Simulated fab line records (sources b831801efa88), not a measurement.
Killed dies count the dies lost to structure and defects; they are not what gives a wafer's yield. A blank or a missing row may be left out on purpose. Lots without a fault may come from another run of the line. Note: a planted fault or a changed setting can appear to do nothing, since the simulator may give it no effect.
A lot that was struck, set against a sound lot :: flow gf180mcu :: 28 out of 602 route steps
Sound: wafers L458.1, L458.2, L458.4. Wafers L478.1, L478.4, L478.5 were the ones struck. The cause is given at the end.
Order at every step that has rows: each side's tool, ch and its chambers, its first start. Under that, the readings that differ: sound wafers :: struck wafers :: difference of the means :: sigmas: that difference in standard deviations of wafers without a fault.
alike: readings whose means differ by less than 2 such deviations, and words and numbers that are the same on both sides. not compared: withheld readings, readings that some wafer has no value for, bounds like >300 that may hide the same value, and numbers for which the record gives no deviation and whose values overlap.
The two part at a step that has a row with sigmas, a row that says differs or no value, or rows on one side only. Numbers that don't overlap but have no deviation are shown without sigmas and don't part them. A reading that every wafer of one side lacks parts them only if that side has two wafers or more.

first, 4 steps without rows for these wafers: GF_V5_ETCH_17 (etches SiO2 in C4F8/O2/Ar, stops on TiN, target depth 855 nm); GF_V5_STRIP_18 (strips in O2/N2); GF_V5_STRIP_19 (strips in post etch residue remover, time 1200 s); GF_V5_CLEAN_20 (cleans in DIW).
GF_V5_SPUTTER_21: material Ti, target thk 15 nm, time 80.02 s.
  struck on pvd_sputter-02, day 32 19:47; sound on pvd_sputter-01, day 26 22:47
  alike: throttle_valve_pct
then, 1 step without rows for these wafers: GF_V5_SPUTTER_22 (material TiN, target thk 10 nm, time 40 s).
GF_V5_CVD_23: deposits W, target thk 350 nm, time 104.9 s.
  sound on cvd_w-02 ch 0,1, day 26 22:53; struck on cvd_w-02 ch 0,1, day 32 19:53
  alike: heater_power_w
GF_V5_RS_MEAS_24: the measuring method here is four-point-probe.
  struck on film_metro-02, day 32 19:59; sound on film_metro-02, day 26 23:01
reading: V5_W_RS (ohm/sq)
sound: 0.324 0.327 0.327
struck: 0.334 0.334 0.333
difference: +0.008
sigmas: +2
GF_V5_THK_MEAS_25: measures by xrf.
  struck on film_metro-02, day 32 20:07; sound on film_metro-02, day 26 23:08
  alike: V5_W_THK
then, 3 steps without rows for these wafers: GF_V5_CMP_26 (polishes, stops on SiO2, t overpolish 15 s, target thk 0 nm); GF_TOP_METAL_SPUTTER_00 (material Ti, target thk 37.5 nm, time 150 s); GF_TOP_METAL_SPUTTER_01 (material TiN, target thk 30 nm, time 25 s).
GF_TOP_METAL_SPUTTER_02: material AlCu, target thk 900 nm, time 47.82 s.
  struck on pvd_sputter-01, day 32 20:36; sound on pvd_sputter-03, day 26 23:37
reading: model.AlCu_of_TOP_METAL_SPUTTER_02.thk_nm (nm)
sound: 896.2 895.9 895.1
struck: 913 919.8 918.8
difference: +21
sigmas: 
  alike: throttle_valve_pct
GF_TOP_METAL_SPUTTER_03: material Ti, target thk 5 nm, time 3.3 s.
  struck on pvd_sputter-01, day 32 20:38; sound on pvd_sputter-03, day 26 23:40
  alike: throttle_valve_pct
GF_TOP_METAL_SPUTTER_04: material TiN, target thk 25 nm, time 20.8 s.
  struck on pvd_sputter-01, day 32 20:40; sound on pvd_sputter-03, day 26 23:41
  alike: throttle_valve_pct
GF_TOP_METAL_RS_MEAS_05: the measuring method here is four-point-probe.
  struck on film_metro-02, day 32 20:41; sound on film_metro-02, day 26 23:44
reading: TOP_METAL_ALCU_RS (ohm/sq)
sound: 0.0329 0.0329 0.0330
struck: 0.0323 0.0321 0.0321
difference: -0.0008
sigmas: -2
GF_TOP_METAL_THK_MEAS_06: measures by xrf.
  struck on film_metro-02, day 32 20:49; sound on film_metro-02, day 26 23:52
reading: TOP_METAL_ALCU_THK (nm)
sound: 869 871 872
struck: 895 907 899
difference: +30
sigmas: +3
then, 7 steps without rows for these wafers: GF_TOP_METAL_DEHYDRATE_07 (time 60 s); GF_TOP_METAL_HMDS_08 (prime time 60 s); GF_TOP_METAL_COAT_09 (resist thk 1500 nm); GF_TOP_METAL_SOFTBAKE_10 (time 60 s); GF_TOP_METAL_EXPOSE_11 (exposes mask MetalTop, target cd 440 nm); GF_TOP_METAL_PEB_12; GF_TOP_METAL_DEVELOP_13 (develop time 60 s).
GF_TOP_METAL_CD_MEAS_14 targets a cd of 440 nm.
  struck on cd_sem-02, day 33 11:53; sound on cd_sem-02, day 27 19:24
reading: cd_nm (nm)
sound: 440.0 438.4 439.8
struck: 442.7 444.1 442.5
difference: +3.7
sigmas: +2
GF_TOP_METAL_OVL_MEAS_15:
  struck on overlay-02, day 33 12:01; sound on overlay-01, day 27 19:31
  alike: TOP_METAL_OVL
GF_TOP_METAL_METAL_ETCH_16: etches the open film in Cl2/BCl3, stops on SiO2, target depth 1077.5 nm, time 179.6 s.
  sound on rie_metal-03 ch 0,1, day 27 19:34; struck on rie_metal-03 ch 0,1, day 33 12:02
reading: oes_product_au (a.u.)
sound: 0.960 0.961 0.952
struck: 0.981 0.968 0.980
difference: +0.019
sigmas: +3

reading: model.TOP_METAL.feature_depth_nm (nm)
sound: 1018 1018 1017
struck: 1035 1042 1041
difference: +22
sigmas: 

reading: model.etch.depth_nm (nm)
sound: 1018 1018 1017
struck: 1035 1042 1041
difference: +22
sigmas: 
  alike: drypump_motor_current_A, throttle_valve_pct
  not compared: rf_hours_counter_h
GF_TOP_METAL_STRIP_17: strips in O2/N2.
  sound on plasma_asher-03 ch 0,1, day 27 19:44; struck on plasma_asher-03 ch 0,1, day 33 12:13
  alike: drypump_motor_current_A, heater_power_w, oes_product_au, strip_time_to_endpoint_s
  not compared: rf_hours_counter_h

== WHERE THEY PART ==
At GF_V5_RS_MEAS_24 first; at GF_TOP_METAL_METAL_ETCH_16 last (within this record only). Later steps at which nothing parts them and some readings are alike: GF_TOP_METAL_STRIP_17.

WHY: the cause the simulator had injected
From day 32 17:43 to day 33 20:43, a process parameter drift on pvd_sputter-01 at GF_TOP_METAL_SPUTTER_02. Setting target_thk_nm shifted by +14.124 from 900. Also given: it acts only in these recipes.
